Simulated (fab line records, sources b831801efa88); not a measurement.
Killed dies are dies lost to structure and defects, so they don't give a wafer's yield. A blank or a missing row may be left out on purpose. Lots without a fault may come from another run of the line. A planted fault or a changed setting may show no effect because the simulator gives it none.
Problem report in the 8D (eight disciplines) form, filled by code | flow gf180mcu | the parts of the form that need people (team, actions taken, sign-off) are left out

1. THE PROBLEM
tilt_deg at GF_MVSD_IMPLANT_09 reads a mean of 5.074 degrees on 9 wafers of 3 lots; wafers without a fault read 0.002 degrees with a standard deviation of 0.02. That is +99 or more standard deviations from the usual mean.
First seen on wafer L267.1, day 8 04:02, on implanter-01. The record holds 45 wafers of 15 lots with a number at this step. Rule for "out", or "out of limits": more than 4 standard deviations from the usual mean. The other wafers with a number count as sound.

2. WHAT IT IS AND WHAT IT IS NOT
question                    | is                     | is not
which readings at this step | tilt_deg               | dose_ions_cm2
which lots                  | L267, L268, L269       | L251, L252, L253, L254, L255, L256, L257, L258, L259, L260, L272, L273
which wafers of those lots  | all that have a number | -
read on which tools         | implanter-01           | implanter-03, implanter-04
when                        | from day 8 04:02       | up to then (30 sound wafers); but 6 sound wafers of L272, L273 came after

3. SUSPECTS, AND WHAT RULES EACH OUT
Counting: a tool at a process step up to the reading stays a suspect if it ran every lot that is out and no sound lot after the first of them.
- implanter-01 at GF_MVSD_IMPLANT_09: kept. It ran every lot that is out, first L267 (day 8 04:02), and no sound lot after that; its last sound lot up to then is L259 (day 6 08:39). Its own readings are out on those wafers: tilt_deg.
Left after counting: implanter-01 at GF_MVSD_IMPLANT_09.

4. THE CAUSE (what the simulator had put in)
Process parameter drift: implanter-01, from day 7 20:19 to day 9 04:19, at GF_MVSD_IMPLANT_09. Setting tilt_deg, moved by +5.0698, from 0. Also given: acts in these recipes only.
Counting left only this tool.

5. THE CHAIN OF EFFECTS, in route order
Each row: a reading whose mean over the struck wafers that have a number lies more than 3 standard deviations from the usual. Only readings for which the record gives a usual standard deviation are gone through. hours: the time from each lot's start at the first step in this table that gives one to its start at this step, as a median over the lots. sigmas: the change in usual standard deviations.
hours | step               | reading  | usual         | on struck wafers | change | sigmas
0     | GF_MVSD_IMPLANT_09 | tilt_deg | 0.002 degrees | 5.074            | +5.072 | +99 or more
The process steps in it:
- GF_MVSD_IMPLANT_09

6. WHAT WOULD HAVE CAUGHT IT SOONER
In this record the first reading out of limits was taken at day 8 04:02, 8 hours after the fault began at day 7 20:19.
